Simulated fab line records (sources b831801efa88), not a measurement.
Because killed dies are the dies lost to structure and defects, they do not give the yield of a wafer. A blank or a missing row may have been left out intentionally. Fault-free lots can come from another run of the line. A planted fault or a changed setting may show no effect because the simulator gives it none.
Matching of chambers :: flow gf180mcu :: GF_V5_CVD_02 on pecvd-02: 3 sister chambers
The step deposits SiO2 from TEOS, target thk 1450 nm, time 163.28 s. 14 wafers are shown with their chamber, then 7 later ones without.

## WAFERS PAIRED WITH THEIR CHAMBERS
wafer: L196.2
chamber: 2
heater power w (W): 521
rf fwd power W (W): 599.3

wafer: L196.4
chamber: 1
heater power w (W): 735
rf fwd power W (W): 598.8

wafer: L196.5
chamber: 2
heater power w (W): 415
rf fwd power W (W): 598.7

wafer: L197.4
chamber: 0
heater power w (W): 566
rf fwd power W (W): 597.3

wafer: L197.5
chamber: 1
heater power w (W): 730
rf fwd power W (W): 596.3

wafer: L197.6
chamber: 2
heater power w (W): 476
rf fwd power W (W): 599.0

wafer: L198.2
chamber: 0
heater power w (W): 603
rf fwd power W (W): 597.8

wafer: L198.3
chamber: 2
heater power w (W): 493
rf fwd power W (W): 597.2

wafer: L198.6
chamber: 1
heater power w (W): 720
rf fwd power W (W): 602.3

wafer: L201.1
chamber: 1
heater power w (W): 846
rf fwd power W (W): 597.5

wafer: L201.3
chamber: 0
heater power w (W): 582
rf fwd power W (W): 595.3

wafer: L201.4
chamber: 2
heater power w (W): 512
rf fwd power W (W): 599.1

wafer: L205.3
chamber: 2
heater power w (W): 420
rf fwd power W (W): 596.4

wafer: L205.4
chamber: 2
heater power w (W): 500
rf fwd power W (W): 595.2

SIGNATURES, as means of the wafers listed above
reading: heater power w
chamber 0: 583.67
chamber 1: 757.75
chamber 2: 476.71
scatter within a chamber: 45

reading: rf fwd power W
chamber 0: 596.800
chamber 1: 598.725
chamber 2: 597.843
scatter within a chamber: 1.88
Rule: for each reading, subtract the chamber's mean from the wafer's reading, divide by that reading's scatter and square the result; add these up over the readings and take the root, which gives the wafer's distance from the chamber. The wafer belongs to the nearest chamber; if the next one is less than 2 further off, it can't be placed. How the scatter is found: for the shown wafers, subtract from each reading the mean of its chamber, square and add these, divide the total by (wafers less chambers), then take the root.

## WAFERS WITH NO CHAMBER GIVEN
wafer: L205.6
heater power w (W): 581
rf fwd power W (W): 594.1

wafer: L211.1
heater power w (W): 671
rf fwd power W (W): 596.4

wafer: L211.2
heater power w (W): 524
rf fwd power W (W): 598.0

wafer: L211.3
heater power w (W): 400
rf fwd power W (W): 594.9

wafer: L216.1
heater power w (W): 868
rf fwd power W (W): 596.9

wafer: L216.4
heater power w (W): 578
rf fwd power W (W): 597.8

wafer: L216.5
heater power w (W): 756
rf fwd power W (W): 598.1

## WHICH CHAMBER EACH ONE RAN IN
wafer: L205.6
from the rows above: can't be placed: 0 or 2
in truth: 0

wafer: L211.1
from the rows above: can't be placed: 0 or 1
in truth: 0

wafer: L211.2
from the rows above: can't be placed: 2 or 0
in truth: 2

wafer: L211.3
from the rows above: can't be placed: 2 or 0
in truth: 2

wafer: L216.1
from the rows above: 1
in truth: 1

wafer: L216.4
from the rows above: can't be placed: 0 or 2
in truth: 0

wafer: L216.5
from the rows above: 1
in truth: 1
Correctly placed: 2 of 7. From these rows, 5 cannot be placed; in 5 the true chamber is one of the candidates. Placed wrongly: 0.
